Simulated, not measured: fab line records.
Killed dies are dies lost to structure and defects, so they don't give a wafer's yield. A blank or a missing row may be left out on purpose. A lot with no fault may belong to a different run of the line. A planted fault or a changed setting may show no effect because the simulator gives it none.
Chamber matching || flow sfq-line || rie-diel-02 running SFQ_TRILAYER_I2_VIA_ETCH_VIA_ETCH_070: 4 sister chambers
The step etches SiO2 in CHF3, stops on Nb, target depth 260 nm. 8 wafers are shown with their chamber, then 7 later ones without.

EACH WAFER AND ITS CHAMBER
{"wafer": "L731.1", "chamber": 1, "drypump-motor-current-A (A)": 5.1, "oes-product-au (a.u.)": 0.863}
{"wafer": "L742.2", "chamber": 0, "drypump-motor-current-A (A)": 5.9, "oes-product-au (a.u.)": 0.853}
{"wafer": "L742.4", "chamber": 1, "drypump-motor-current-A (A)": 5.2, "oes-product-au (a.u.)": 0.859}
{"wafer": "L743.4", "chamber": 2, "drypump-motor-current-A (A)": 5.9, "oes-product-au (a.u.)": 0.861}
{"wafer": "L743.5", "chamber": 3, "drypump-motor-current-A (A)": 6.2, "oes-product-au (a.u.)": 0.856}
{"wafer": "L743.6", "chamber": 0, "drypump-motor-current-A (A)": 5.9, "oes-product-au (a.u.)": 0.861}
{"wafer": "L744.1", "chamber": 3, "drypump-motor-current-A (A)": 6.2, "oes-product-au (a.u.)": 0.850}
{"wafer": "L744.5", "chamber": 2, "drypump-motor-current-A (A)": 5.9, "oes-product-au (a.u.)": 0.857}

WAFERS WHOSE CHAMBER IS MISSING
{"wafer": "L744.6", "drypump-motor-current-A (A)": 6.2, "oes-product-au (a.u.)": 0.856}
{"wafer": "L745.1", "drypump-motor-current-A (A)": 5.9, "oes-product-au (a.u.)": 0.850}
{"wafer": "L745.4", "drypump-motor-current-A (A)": 6.2, "oes-product-au (a.u.)": 0.850}
{"wafer": "L745.6", "drypump-motor-current-A (A)": 5.9, "oes-product-au (a.u.)": 0.857}
{"wafer": "L747.2", "drypump-motor-current-A (A)": 5.9, "oes-product-au (a.u.)": 0.848}
{"wafer": "L747.4", "drypump-motor-current-A (A)": 5.9, "oes-product-au (a.u.)": 0.855}
{"wafer": "L747.5", "drypump-motor-current-A (A)": 5.9, "oes-product-au (a.u.)": 0.854}

WHICH CHAMBER EACH WENT THROUGH
{"wafer": "L744.6", "from the rows above": 3, "in truth": 3}
{"wafer": "L745.1", "from the rows above": "can't be placed: 0 or 2", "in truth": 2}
{"wafer": "L745.4", "from the rows above": 3, "in truth": 3}
{"wafer": "L745.6", "from the rows above": "can't be placed: 0 or 2", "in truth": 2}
{"wafer": "L747.2", "from the rows above": "can't be placed: 0 or 2", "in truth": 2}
{"wafer": "L747.4", "from the rows above": "can't be placed: 0 or 2", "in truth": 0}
{"wafer": "L747.5", "from the rows above": "can't be placed: 0 or 2", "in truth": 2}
Correctly placed: 2 of 7. Can't be placed from these rows: 5 (the true chamber is among the candidates in 5). Placed wrongly: 0.
How it was worked out, from the rows above alone: a wafer's distance from a chamber is the root of the sum, over the readings, of the square of ((its reading less the chamber's mean) divided by the reading's scatter). If the next closest chamber is less than 2 further off than the closest, the wafer can't be placed; otherwise it belongs to the closest. The mean given for a chamber averages the wafers shown for that chamber. How the scatter is found: for the shown wafers, subtract from each reading the mean of its chamber, square and add these, divide the total by (wafers less chambers), then take the root.
